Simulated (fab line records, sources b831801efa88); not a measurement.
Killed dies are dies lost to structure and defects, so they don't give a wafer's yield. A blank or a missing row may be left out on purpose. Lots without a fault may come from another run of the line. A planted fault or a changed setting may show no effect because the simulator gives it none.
fab line records | flow gf180mcu
record lots=13 wafers=39 last_day=34
route steps=602 shown MVPSD@86 POLY_GATE@168 CONTACT@288
lots that met no fault: from a run of the same line without faults
start_h: hours from the record's first day to the start of the lot's first wafer shown | wait_h: hours since the lot's step before | " the same as in the row above | L1.1+2: a row that stands for several wafers | - no value, or no start given | * or withheld: withheld | < > ~ a bound
route shown NAME@n: a module of which the file shows steps, and the number in the route of the first | usual: mean/standard deviation of fault-free wafers | same: alike in all rows | chamber/n: place in a boat | sites: the reading at each site | _std_site: their standard deviation | _edge_site: outer sites' mean less inner sites' | radius_mm: how far each site lies from the wafer's centre | mask NAME#n: copy n | behind: the tool/chamber that last shaped the wafer | hold: why the lot was held/for how many hours/how that ended | device: the transistor (n, p or np) that didn't switch | end of line: the same wafers' tests at the end of the route | a step without rows: its recipe alone | killed: dies lost to structure and defects at the first sort, not the wafer's yield | map: a wafer's dies, x killed, . not, _ none there
set.NAME: the setting as run; set.NAME@STEP: as run at that earlier step | model.NAME: the simulator's own value behind a step, which no gauge read
steps of the route over a sample of lots; a table a step, a row a wafer
services: from which hour (start_h, from the record's first day; less than 0 if before it) a tool's chamber was out of use, for how many hours, and why
## steps
# step GF_MVPSD_IMPLANT_08
# recipe species=B energy_kev=170 dose_cm2=1.5e+13 tilt_deg=0
# usual dose_ions_cm2=1.4998e+13/1.6e+10 faraday_current_uA=84.9/1.6
# columns lot.wafer tool chamber start_h wait_h dose_ions_cm2 faraday_current_uA
L643.2 implanter-01 0 103.41 0.0 1.4988e+13 82.7
L643.4 " 0 " " 1.5002e+13 84.7
L643.5 " 0 " " 1.4991e+13 87.3
L644.4 implanter-03 0 108.48 0.1 1.5042e+13 87.5
L644.5 " 0 " " 1.5035e+13 83.1
L644.6 " 0 " " 1.5016e+13 84.4
L645.3 implanter-02 0 112.51 0.1 1.4995e+13 83.7
L645.4 " 0 " " 1.4992e+13 82.1
L645.6 " 0 " " 1.5006e+13 85.1
L646.1 implanter-02 0 119.81 0.0 1.4995e+13 83.3
L646.2 " 0 " " 1.5013e+13 84.7
L646.4 " 0 " " 1.4997e+13 86.0
L647.1 implanter-01 0 126.91 0.0 1.4983e+13 87.1
L647.3 " 0 " " 1.4964e+13 82.9
L647.4 " 0 " " 1.4994e+13 87.3
L649.1 implanter-02 0 137.36 0.0 1.4983e+13 84.0
L649.5 " 0 " " 1.5007e+13 84.0
L649.6 " 0 " " 1.4994e+13 85.9
L652.1 implanter-01 0 154.06 0.0 1.4989e+13 84.2
L652.3 " 0 " " 1.499e+13 88.5
L652.4 " 0 " " 1.5e+13 87.4
L655.1 implanter-02 0 171.84 0.0 1.672e+12 9.6
L655.3 " 0 " " 1.676e+12 9.2
L655.5 " 0 " " 1.672e+12 9.5
L656.3 implanter-02 0 180.51 0.1 1.653e+12 9.3
L656.4 " 0 " " 1.67e+12 9.4
L656.5 " 0 " " 1.685e+12 9.4
L657.2 implanter-02 0 189.98 0.0 1.683e+12 9.5
L657.3 " 0 " " 1.669e+12 9.5
L657.6 " 0 " " 1.68e+12 9.3
L663.1 implanter-03 0 224.81 0.0 1.4997e+13 83.5
L663.3 " 0 " " 1.4996e+13 85.9
L663.5 " 0 " " 1.4996e+13 85.3
L664.2 implanter-01 0 230.08 0.0 1.4986e+13 83.6
L664.3 " 0 " " 1.4971e+13 86.7
L664.5 " 0 " " 1.4987e+13 82.2
L665.1 implanter-01 0 235.74 0.0 1.4962e+13 83.7
L665.5 " 0 " " 1.4987e+13 84.8
L665.6 " 0 " " 1.4994e+13 85.2
# step GF_MVPSD_TW_MEAS_11
# usual MVPSD_TW=552/4.2
# columns lot.wafer tool chamber start_h wait_h MVPSD_TW
L643.2 film_metro-04 - 103.80 0.1 554
L643.4 " - " " 560
L643.5 " - " " 555
L644.4 film_metro-02 - 108.84 0.1 547
L644.5 " - " " 548
L644.6 " - " " 547
L645.3 film_metro-01 - 112.88 0.1 547
L645.4 " - " " 546
L645.6 " - " " 544
L646.1 film_metro-04 - 120.21 0.1 557
L646.2 " - " " 554
L646.4 " - " " 557
L647.1 film_metro-01 - 127.31 0.1 546
L647.3 " - " " 546
L647.4 " - " " 547
L649.1 film_metro-01 - 137.76 0.1 548
L649.5 " - " " 548
L649.6 " - " " 546
L652.1 film_metro-04 - 154.46 0.1 556
L652.3 " - " " 556
L652.4 " - " " 555
L655.1 film_metro-04 - 172.24 0.1 366
L655.3 " - " " 367
L655.5 " - " " 367
L656.3 film_metro-04 - 180.88 0.1 368
L656.4 " - " " 365
L656.5 " - " " 368
L657.2 film_metro-02 - 190.37 0.1 364
L657.3 " - " " 365
L657.6 " - " " 365
L663.1 film_metro-02 - 225.21 0.1 546
L663.3 " - " " 551
L663.5 " - " " 541
L664.2 film_metro-04 - 230.47 0.1 554
L664.3 " - " " 552
L664.5 " - " " 554
L665.1 film_metro-04 - 236.14 0.1 550
L665.5 " - " " 550
L665.6 " - " " 552
# step GF_VT_IMPLANT_RS_MEAS_49
# recipe thk_meas_gauge=four-point-probe
# usual MVPSD_RS=1171/3.3
# columns lot.wafer tool chamber start_h wait_h MVPSD_RS[ohm/sq]
L643.2 film_metro-02 - 164.73 0.1 1176
L643.4 " - " " 1172
L643.5 " - " " 1173
L644.4 film_metro-02 - 170.67 0.1 1173
L644.5 " - " " 1170
L644.6 " - " " 1171
L645.3 film_metro-04 - 174.87 0.1 1171
L645.4 " - " " 1171
L645.6 " - " " 1171
L646.1 film_metro-04 - 184.21 0.1 1168
L646.2 " - " " 1167
L646.4 " - " " 1168
L647.1 film_metro-01 - 191.78 0.1 1168
L647.3 " - " " 1169
L647.4 " - " " 1168
L649.1 film_metro-02 - 202.96 0.1 1170
L649.5 " - " " 1173
L649.6 " - " " 1172
L652.1 film_metro-02 - 221.68 0.1 1173
L652.3 " - " " 1174
L652.4 " - " " 1172
L655.1 film_metro-04 - 241.73 0.1 2881
L655.3 " - " " 2888
L655.5 " - " " 2860
L656.3 film_metro-04 - 252.27 0.1 2862
L656.4 " - " " 2894
L656.5 " - " " 2860
L657.2 film_metro-04 - 263.69 0.1 2870
L657.3 " - " " 2857
L657.6 " - " " 2855
L663.1 film_metro-02 - 301.33 0.1 1168
L663.3 " - " " 1172
L663.5 " - " " 1171
L664.2 film_metro-04 - 308.06 0.1 1173
L664.3 " - " " 1176
L664.5 " - " " 1173
L665.1 film_metro-04 - 314.86 0.1 1171
L665.5 " - " " 1175
L665.6 " - " " 1172
# step GF_POLY_GATE_OVL_MEAS_11
# usual POLY_GATE_OVL=1/4.8
# columns lot.wafer tool chamber start_h wait_h POLY_GATE_OVL[nm]
L643.2 overlay-02 - 203.65 0.1 -1
L643.4 " - " " 0
L643.5 " - " " 4
L644.4 overlay-01 - 212.96 0.1 9
L644.5 " - " " 1
L644.6 " - " " 8
L645.3 overlay-01 - 214.26 0.1 6
L645.4 " - " " 0
L645.6 " - " " 2
L646.1 overlay-01 - 223.79 0.1 -2
L646.2 " - " " 3
L646.4 " - " " -1
L647.1 overlay-01 - 233.67 0.1 0
L647.3 " - " " -1
L647.4 " - " " -1
L649.1 overlay-01 - 244.82 0.1 3
L649.5 " - " " 5
L649.6 " - " " 11
L652.1 overlay-01 - 266.59 0.1 -1
L652.3 " - " " 2
L652.4 " - " " 5
L655.1 overlay-01 - 286.64 0.1 -3
L655.3 " - " " 5
L655.5 " - " " -1
L656.3 overlay-02 - 299.35 0.1 2
L656.4 " - " " 11
L656.5 " - " " 8
L657.2 overlay-01 - 311.38 0.1 3
L657.3 " - " " 3
L657.6 " - " " 6
L663.1 overlay-01 - 348.64 0.1 5
L663.3 " - " " 2
L663.5 " - " " -4
L664.2 overlay-01 - 357.84 0.1 -1
L664.3 " - " " 5
L664.5 " - " " 0
L665.1 overlay-01 - 362.12 0.1 -3
L665.5 " - " " -10
L665.6 " - " " 0
# step GF_CONTACT_THK_MEAS_01
# recipe reads=SiO2_of_CONTACT_CVD_00
# usual CONTACT_CVD_00_THK=300.3/2.7
# columns lot.wafer tool chamber start_h wait_h CONTACT_CVD_00_THK[nm]
L643.2 film_metro-01 - 346.37 0.0 298.8
L643.4 " - " " 302.4
L643.5 " - " " 300.9
L644.4 film_metro-02 - 357.27 0.0 300.7
L644.5 " - " " 302.1
L644.6 " - " " 300.6
L645.3 film_metro-02 - 359.45 0.0 295.7
L645.4 " - " " 297.9
L645.6 " - " " 294.6
L646.1 film_metro-02 - 369.83 0.0 306.6
L646.2 " - " " 304.4
L646.4 " - " " 308.3
L647.1 film_metro-02 - 384.06 0.0 296.5
L647.3 " - " " 292.3
L647.4 " - " " 300.0
L649.1 film_metro-01 - 397.51 0.0 305.1
L649.5 " - " " 304.7
L649.6 " - " " 303.1
L652.1 film_metro-02 - 426.13 0.0 298.2
L652.3 " - " " 297.7
L652.4 " - " " 300.5
L655.1 film_metro-04 - 454.64 0.0 301.2
L655.3 " - " " 300.9
L655.5 " - " " 298.7
L656.3 film_metro-04 - 463.85 0.0 300.4
L656.4 " - " " 303.6
L656.5 " - " " 298.3
L657.2 film_metro-01 - 480.47 0.0 302.9
L657.3 " - " " 297.5
L657.6 " - " " 300.2
L663.1 film_metro-04 - 521.54 0.0 300.1
L663.3 " - " " 304.2
L663.5 " - " " 303.9
L664.2 film_metro-02 - 532.68 0.0 299.8
L664.3 " - " " 300.1
L664.5 " - " " 304.2
L665.1 film_metro-02 - 536.06 0.0 302.0
L665.5 " - " " 301.5
L665.6 " - " " 301.8
# step GF_CONTACT_CMP_04
# recipe material=SiO2 down_force_psi=4 platen_rpm=60 pad_velocity_m_s=0.94248
# usual edge_zone_pressure_frac=1.000/0.0046 motor_current_A=12.5/0.96 time_to_endpoint_s=111/6.1
# columns lot.wafer tool chamber start_h wait_h edge_zone_pressure_frac motor_current_A time_to_endpoint_s
L643.2 cmp-01 3 346.60 0.1 1.010 13.8 108
L643.4 " 0 " " 1.003 12.0 109
L643.5 " 2 " " 0.991 13.5 114
L644.4 cmp-01 3 357.53 0.1 1.001 14.1 110
L644.6 " 1 " " 1.002 12.6 112
L644.5 " 2 " " 1.003 12.5 119
L645.3 cmp-01 3 359.62 0.0 0.995 13.0 110
L645.4 " 2 " " 1.000 13.1 112
L645.6 " 0 " " 0.996 12.2 110
L646.2 cmp-01 3 370.05 0.1 1.006 13.3 115
L646.4 " 0 " " 1.004 12.3 110
L646.1 " 1 " " 1.004 12.8 107
L647.1 cmp-01 3 384.25 0.1 1.011 13.8 114
L647.4 " 0 " " 1.002 12.7 110
L647.3 " 1 " " 0.995 12.9 104
L649.1 cmp-02 2 397.85 0.2 1.005 12.1 106
L649.6 " 3 " " 0.994 10.7 129
L649.5 " 0 " " 1.002 11.8 115
L652.4 cmp-01 0 426.41 0.1 1.007 12.1 111
L652.3 " 1 " " 0.998 12.9 108
L652.1 " 2 " " 1.000 13.5 108
L655.1 cmp-01 2 454.84 0.1 1.004 14.0 105
L655.3 " 3 " " 0.997 13.7 104
L655.5 " 2 " " 1.000 13.2 111
L656.3 cmp-02 2 464.07 0.1 1.000 12.2 110
L656.4 " 0 " " 1.004 11.8 112
L656.5 " 1 " " 0.997 10.0 106
L657.2 cmp-01 0 480.65 0.0 1.003 12.6 108
L657.3 " 2 " " 0.997 13.0 114
L657.6 " 1 " " 0.999 12.1 110
L663.1 cmp-02 2 521.83 0.1 1.005 11.3 109
L663.3 " 3 " " 0.993 11.3 118
L663.5 " 1 " " 0.994 10.4 110
L664.2 cmp-01 2 532.86 0.0 0.998 13.0 117
L664.3 " 3 " " 1.000 13.9 105
L664.5 " 3 " " 0.999 13.5 110
L665.1 cmp-02 1 536.35 0.1 1.005 10.5 99
L665.5 " 3 " " 0.994 10.9 120
L665.6 " 0 " " 0.998 12.0 119
## services
# columns tool chamber start_h hours kind
cmp-02 - 87.05 0.8 repair
implanter-02 - 98.86 1.3 repair
implanter-01 - 150.87 1.7 repair
cmp-01 - 152.46 3.2 repair
cmp-02 - 191.78 1.5 repair
implanter-02 - 193.38 0.8 repair
cmp-02 - 195.61 7.7 pm
implanter-01 - 217.38 3.4 repair
cmp-02 - 219.03 2.7 repair
implanter-01 - 257.25 2.3 repair
implanter-01 - 273.99 9.5 repair
implanter-01 - 338.29 4.0 repair
implanter-01 - 362.51 3.2 pm
cmp-01 - 389.58 3.7 pm
cmp-01 - 404.00 4.0 pm
implanter-02 - 405.89 5.8 repair
implanter-01 - 422.93 1.7 repair
implanter-02 - 430.30 7.6 repair
implanter-01 - 440.37 13.0 pm
cmp-01 - 462.89 2.6 repair
implanter-02 - 473.56 75.9 pm
implanter-01 - 474.91 2.6 repair
cmp-01 - 498.82 4.2 repair
cmp-01 - 533.70 4.8 pm
## key
first_sign step=GF_MVPSD_IMPLANT_08 reading=dose_ions_cm2 direction=down sigmas=99+ usual=1.4998e+13 struck=1.674e+12
effect step=GF_MVPSD_IMPLANT_08 reading=faraday_current_uA direction=down sigmas=48 usual=84.9 struck=9.4
effect step=GF_MVPSD_TW_MEAS_11 reading=MVPSD_TW direction=down sigmas=44 usual=552 struck=366
effect step=GF_VT_IMPLANT_RS_MEAS_49 reading=MVPSD_RS direction=up sigmas=99+ usual=1171 struck=2870
met_at GF_MVPSD_IMPLANT_08
struck_lots L655,L656,L657
tester_left_out L655,L656,L657
not_acting_at GF_POLY_GATE_OVL_MEAS_11,GF_CONTACT_THK_MEAS_01,GF_CONTACT_CMP_04
onset_between 137.36 171.84
fault kind=process_parameter_drift tool=implanter-02 chamber=- onset_h=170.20 steps=GF_MVPSD_IMPLANT_08 channel=dose_cm2 offset=-1.3333e+13 shape=step end_h=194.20 acts_in=these_recipes_only stated=1.5e+13
# tester_left_out: of these lots the tester's yield and bins aren't shown, on N5 and GAA mostly nor the transistor test; their killed dies are dies lost to structure and defects alone, not to doping, threshold or leakage, so they don't give the yield
